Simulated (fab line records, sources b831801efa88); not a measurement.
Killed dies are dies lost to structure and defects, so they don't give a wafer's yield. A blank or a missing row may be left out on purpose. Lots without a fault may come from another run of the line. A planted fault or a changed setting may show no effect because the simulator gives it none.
Which tool did it? | flow sky130 | 24 lots, 72 wafers sampled, at 4 steps of a route of 708

WHAT THE GAUGES READ, wafer by wafer
SKY_VIA1_THK_MEAS_01. Usual: VIA1_HDPCVD_THK 1030 nm, standard deviation 9.
lot  | measured     | on            | VIA1_HDPCVD_THK (nm) | flag
L074 | day 32 16:10 | film_metro-01 | 1033 1034 1022       |
L075 | day 33 06:14 | film_metro-01 | 1029 1039 1035       |
L076 | day 34 00:35 | film_metro-01 | 1050 1028 1030       |
L077 | day 34 10:22 | film_metro-04 | 1028 1037 1036       |
L079 | day 34 14:13 | film_metro-01 | 1020 1025 1030       |
L078 | day 34 20:55 | film_metro-03 | 1034 1031 1023       |
L080 | day 35 01:56 | film_metro-01 | 1040 1045 1045       |
L081 | day 35 14:22 | film_metro-01 | 1013 1044 1030       |
L082 | day 35 16:16 | film_metro-03 | 1024 1036 1038       |
L083 | day 35 17:26 | film_metro-04 | 1017 1039 1024       |
L084 | day 36 03:32 | film_metro-03 | 1016 1033 1023       |
L085 | day 36 13:37 | film_metro-01 | 1037 1019 1017       |
L086 | day 36 20:21 | film_metro-01 | 1037 1030 1024       |
L087 | day 37 05:25 | film_metro-04 | 1024 1026 1019       |
L089 | day 37 15:31 | film_metro-01 | 1023 1021 1042       |
L088 | day 37 16:08 | film_metro-01 | 1014 1031 1031       |
L090 | day 38 02:39 | film_metro-01 | 1028 1026 1028       |
L091 | day 38 09:47 | film_metro-01 | 1030 1024 1020       |
L092 | day 38 12:35 | film_metro-03 | 1032 1036 1030       |
L093 | day 38 20:46 | film_metro-04 | 1033 1040 1044       |
L094 | day 39 05:06 | film_metro-03 | 1030 1031 1048       |
L095 | day 39 06:37 | film_metro-03 | 1025 1023 1026       |
L096 | day 39 14:03 | film_metro-03 | 1035 1047 1025       |
L097 | day 39 23:43 | film_metro-03 | 1020 1045 1020       |

SKY_CAP2M_THK_MEAS_04: measures by xrf. Usual: CAP2M_TIN_THK 205.1 nm, standard deviation 2.2.
lot  | measured     | on            | CAP2M_TIN_THK (nm) | flag
L074 | day 39 11:12 | film_metro-01 | 206.1 208.5 207.0  |
L075 | day 40 01:22 | film_metro-01 | 207.4 205.7 206.9  |
L076 | day 40 19:29 | film_metro-02 | 205.2 207.9 204.3  |
L077 | day 41 02:41 | film_metro-01 | 205.1 205.5 203.2  |
L079 | day 41 07:46 | film_metro-02 | 205.3 205.6 205.5  |
L078 | day 41 13:50 | film_metro-02 | 206.5 205.3 205.7  |
L080 | day 41 18:26 | film_metro-03 | 206.2 205.2 205.8  |
L081 | day 42 06:08 | film_metro-03 | 202.7 205.4 203.1  |
L082 | day 42 07:03 | film_metro-03 | 210.1 209.3 206.2  |
L083 | day 42 08:42 | film_metro-03 | 206.5 203.8 206.8  |
L084 | day 42 18:35 | film_metro-02 | 205.6 208.7 207.9  |
L085 | day 43 03:34 | film_metro-03 | 203.9 202.9 204.2  |
L086 | day 43 09:44 | film_metro-02 | 207.5 205.3 207.6  |
L087 | day 43 17:02 | film_metro-01 | 201.3 202.7 202.6  |
L089 | day 43 23:31 | film_metro-01 | 201.2 206.0 205.3  |
L088 | day 44 02:45 | film_metro-01 | 202.7 204.0 203.4  |
L090 | day 44 11:29 | film_metro-02 | 206.8 208.8 209.5  |
L091 | day 44 17:14 | film_metro-01 | 203.5 202.8 202.5  |
L092 | day 44 20:26 | film_metro-03 | 202.3 202.5 205.4  |
L093 | day 45 04:04 | film_metro-01 | 203.7 203.4 206.6  |
L094 | day 45 13:02 | film_metro-02 | 204.5 200.8 204.5  |
L095 | day 45 13:34 | film_metro-03 | 205.2 204.5 206.4  |
L096 | day 45 16:53 | film_metro-02 | 207.4 206.7 206.5  |
L097 | day 46 02:08 | film_metro-03 | 201.7 204.2 202.6  |

WHICH TOOL RAN EACH LOT (tool, then ch and the chambers of the sampled wafers, then the start)
lot  | SKY_METAL2_ETCH_18                | SKY_METAL4_SPUTTER_04
L074 | rie_metal-02 ch 0, day 34 23:01   | pvd_sputter-01, day 39 10:49
L075 | rie_metal-02 ch 0, day 35 12:55   | pvd_sputter-01, day 40 00:59
L076 | rie_metal-02 ch 0, day 36 06:58   | pvd_sputter-01, day 40 19:08
L077 | rie_metal-03 ch 0,1, day 36 16:38 | pvd_sputter-03, day 41 02:19
L079 | rie_metal-04 ch 0,1, day 36 20:01 | pvd_sputter-01, day 41 07:23
L078 | rie_metal-02 ch 0,1, day 37 03:35 | pvd_sputter-01, day 41 13:28
L080 | rie_metal-04 ch 0,1, day 37 07:56 | pvd_sputter-03, day 41 18:04
L081 | rie_metal-04 ch 0,1, day 37 20:36 | pvd_sputter-01, day 42 05:46
L082 | rie_metal-03 ch 0,1, day 37 21:16 | pvd_sputter-01, day 42 06:40
L083 | rie_metal-02 ch 0,1, day 37 22:55 | pvd_sputter-02, day 42 08:19
L084 | rie_metal-03 ch 0,1, day 38 09:26 | pvd_sputter-03, day 42 18:14
L085 | rie_metal-02 ch 1, day 38 19:29   | pvd_sputter-01, day 43 03:11
L086 | rie_metal-03 ch 0,1, day 39 01:25 | pvd_sputter-01, day 43 09:22
L087 | rie_metal-04 ch 1, day 39 10:26   | pvd_sputter-03, day 43 16:40
L089 | rie_metal-03 ch 0,1, day 39 18:37 | pvd_sputter-02, day 43 23:07
L088 | rie_metal-03 ch 0,1, day 39 21:15 | pvd_sputter-03, day 44 02:23
L090 | rie_metal-02 ch 1, day 40 07:01   | pvd_sputter-02, day 44 11:08
L091 | rie_metal-04 ch 0,1, day 40 14:02 | pvd_sputter-02, day 44 16:52
L092 | rie_metal-02 ch 1, day 40 16:34   | pvd_sputter-01, day 44 20:04
L093 | rie_metal-04 ch 0,1, day 41 00:08 | pvd_sputter-01, day 45 03:41
L094 | rie_metal-02 ch 0,1, day 41 10:14 | pvd_sputter-02, day 45 12:40
L095 | rie_metal-04 ch 0,1, day 41 10:14 | pvd_sputter-03, day 45 13:12
L096 | rie_metal-02 ch 0,1, day 41 16:57 | pvd_sputter-02, day 45 16:32
L097 | rie_metal-04 ch 0,1, day 42 02:21 | pvd_sputter-01, day 46 01:46
- SKY_METAL2_ETCH_18: etches BARC in N2/H2, stops on SiO2, time 45.9 s, target depth 60 nm.
- SKY_METAL4_SPUTTER_04: material TiN, target thk 70 nm, time 58.3 s.

WHAT THE TOOLS THEMSELVES READ (means of the sampled wafers that have a number; where no wafer has one, the mark that the record gives instead)
SKY_METAL2_ETCH_18. Usual: drypump_motor_current_A 5.5 A, standard deviation 0.4; oes_product_au 0.855 a.u., standard deviation 0.0051; rf_fwd_power_W 494.6 W, standard deviation 2.1; throttle_valve_pct 13.223 %, standard deviation 0.0092.
lot  | tool         | drypump_motor_current_A (A) | oes_product_au (a.u.) | rf_fwd_power_W (W) | throttle_valve_pct (%) | flag
L074 | rie_metal-02 | 5.8                         | 0.857                 | 495.9              | 13.220                 |
L075 | rie_metal-02 | 5.8                         | 0.857                 | 495.5              | 13.222                 |
L076 | rie_metal-02 | 5.8                         | 0.853                 | 497.0              | 13.220                 |
L077 | rie_metal-03 | 5.3                         | 0.856                 | 493.2              | 13.211                 |
L079 | rie_metal-04 | 5.9                         | 0.853                 | 495.6              | 13.221                 |
L078 | rie_metal-02 | 5.5                         | 0.857                 | 494.7              | 13.223                 |
L080 | rie_metal-04 | 5.9                         | 0.854                 | 495.3              | 13.220                 |
L081 | rie_metal-04 | 5.9                         | 0.851                 | 494.6              | 13.222                 |
L082 | rie_metal-03 | 5.3                         | 0.857                 | 494.2              | 13.220                 |
L083 | rie_metal-02 | 5.4                         | 0.852                 | 495.5              | 13.215                 |
L084 | rie_metal-03 | 5.3                         | 0.855                 | 493.7              | 13.222                 |
L085 | rie_metal-02 | 4.9                         | 0.853                 | 493.2              | 13.221                 |
L086 | rie_metal-03 | 5.3                         | 0.855                 | 494.4              | 13.221                 |
L087 | rie_metal-04 | 5.8                         | 0.856                 | 498.1              | 13.223                 |
L089 | rie_metal-03 | 5.3                         | 0.856                 | 493.2              | 13.222                 |
L088 | rie_metal-03 | 5.2                         | 0.853                 | 493.5              | 13.223                 |
L090 | rie_metal-02 | 4.9                         | 0.852                 | 491.2              | 13.218                 |
L091 | rie_metal-04 | 5.9                         | 0.856                 | 494.3              | 13.229                 |
L092 | rie_metal-02 | 4.9                         | 0.854                 | 491.6              | 13.218                 |
L093 | rie_metal-04 | 5.9                         | 0.857                 | 495.2              | 13.230                 |
L094 | rie_metal-02 | 5.2                         | 0.853                 | 493.1              | 13.223                 |
L095 | rie_metal-04 | 5.9                         | 0.847                 | 493.7              | 13.220                 |
L096 | rie_metal-02 | 5.5                         | 0.853                 | 496.5              | 13.222                 |
L097 | rie_metal-04 | 5.8                         | 0.852                 | 497.2              | 13.237                 |

SKY_METAL4_SPUTTER_04. Usual: throttle_valve_pct 30.5 %, standard deviation 1.
lot  | tool           | throttle_valve_pct (%) | flag
L074 | pvd_sputter-01 | 31.4                   |
L075 | pvd_sputter-01 | 31.4                   |
L076 | pvd_sputter-01 | 31.1                   |
L077 | pvd_sputter-03 | 29.7                   |
L079 | pvd_sputter-01 | 31.1                   |
L078 | pvd_sputter-01 | 31.0                   |
L080 | pvd_sputter-03 | 29.4                   |
L081 | pvd_sputter-01 | 31.4                   |
L082 | pvd_sputter-01 | 31.0                   |
L083 | pvd_sputter-02 | 30.3                   |
L084 | pvd_sputter-03 | 28.2                   |
L085 | pvd_sputter-01 | 30.9                   |
L086 | pvd_sputter-01 | 31.2                   |
L087 | pvd_sputter-03 | 29.4                   |
L089 | pvd_sputter-02 | 31.0                   |
L088 | pvd_sputter-03 | 29.9                   |
L090 | pvd_sputter-02 | 30.1                   |
L091 | pvd_sputter-02 | 30.7                   |
L092 | pvd_sputter-01 | 31.0                   |
L093 | pvd_sputter-01 | 30.9                   |
L094 | pvd_sputter-02 | 30.6                   |
L095 | pvd_sputter-03 | 29.3                   |
L096 | pvd_sputter-02 | 30.9                   |
L097 | pvd_sputter-01 | 31.2                   |

THE ANSWER, worked out from the rows above alone
Rule: a lot is off if the mean of its wafers that have a number lies more than 3 standard deviations from the usual mean. A lot without any number at a reading at which 4 lots or more have one is off too. The other lots that the step has rows for count as sound. The gauges are gone through in route order, then the tools' own readings, and for those a lot's mean is taken as printed above. The first step at which some lot is off is used, and at that step the reading that is off furthest; a lot without a number counts as furthest.
No lot is off at any reading shown: from this, nothing can be told.

WHAT THE SIMULATOR HAD PUT IN
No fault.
